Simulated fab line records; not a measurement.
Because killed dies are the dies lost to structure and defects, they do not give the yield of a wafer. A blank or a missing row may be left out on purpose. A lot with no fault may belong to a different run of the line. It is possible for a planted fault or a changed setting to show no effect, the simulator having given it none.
Chamber matching	flow gf180mcu	GF_STI_ETCH_14 on rie-si-01 has 4 sister chambers
The step etches Si in HBr/Cl2/O2, target depth 360 nm, time 102.9 s. 14 wafers are shown with their chamber, then 7 later ones without.

== WAFERS PAIRED WITH THEIR CHAMBERS ==
wafer	chamber	drypump-motor-current-A (A)	oes-product-au (a.u.)	throttle-valve-pct (%)
L618.1	0	5.88	1.011	25.665
L618.3	3	5.95	0.996	25.648
L618.4	1	5.77	1.005	25.653
L619.1	2	6.15	1.012	25.661
L619.4	1	5.73	0.997	25.649
L619.5	2	6.13	1.014	25.652
L625.1	3	5.97	0.988	25.659
L625.4	1	5.75	1.002	25.655
L625.6	2	6.08	1.008	25.656
L629.1	1	5.76	0.996	25.659
L629.2	0	5.84	1.007	25.663
L629.5	2	6.09	1.010	25.647
L630.2	2	6.10	1.007	25.646
L630.3	3	5.97	0.998	25.657

SIGNATURES, as means of the wafers listed above
reading	chamber 0	chamber 1	chamber 2	chamber 3	scatter within a chamber
drypump-motor-current-A	5.8600	5.7525	6.1100	5.9633	0.0231
oes-product-au	1.00900	1.00000	1.01020	0.99400	0.00388
throttle-valve-pct	25.66400	25.65400	25.65240	25.65467	0.00529
Rule: a wafer's distance from a chamber is the root of the sum, over the readings, of the square of ((its reading less the chamber's mean) divided by the reading's scatter). The wafer belongs to the nearest chamber; if the next one is less than 2 further off, it can't be placed. The scatter: the root of (the sum of the squares of (reading less its chamber's mean) over the shown wafers, divided by (wafers less chambers)).

== WAFERS WHOSE CHAMBER IS MISSING ==
wafer	drypump-motor-current-A (A)	oes-product-au (a.u.)	throttle-valve-pct (%)
L630.5	6.11	1.009	25.645
L635.3	5.76	1.012	25.656
L635.4	5.81	1.001	25.666
L635.5	5.92	1.007	25.642
L636.2	5.76	1.001	25.650
L636.3	5.98	0.982	25.670
L636.6	6.16	1.009	25.657

== THE CHAMBER EACH PASSED THROUGH ==
wafer	from the rows above	in truth
L630.5	2	2
L635.3	can't be placed: 1 or 0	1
L635.4	can't be placed: 0 or 1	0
L635.5	can't be placed: 3 or 0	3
L636.2	1	1
L636.3	3	3
L636.6	2	2
Correct placement for 4 of the 7. Cannot be placed on the basis of these rows: 3; the candidates contain the true chamber in 3. Number placed wrongly: 0.
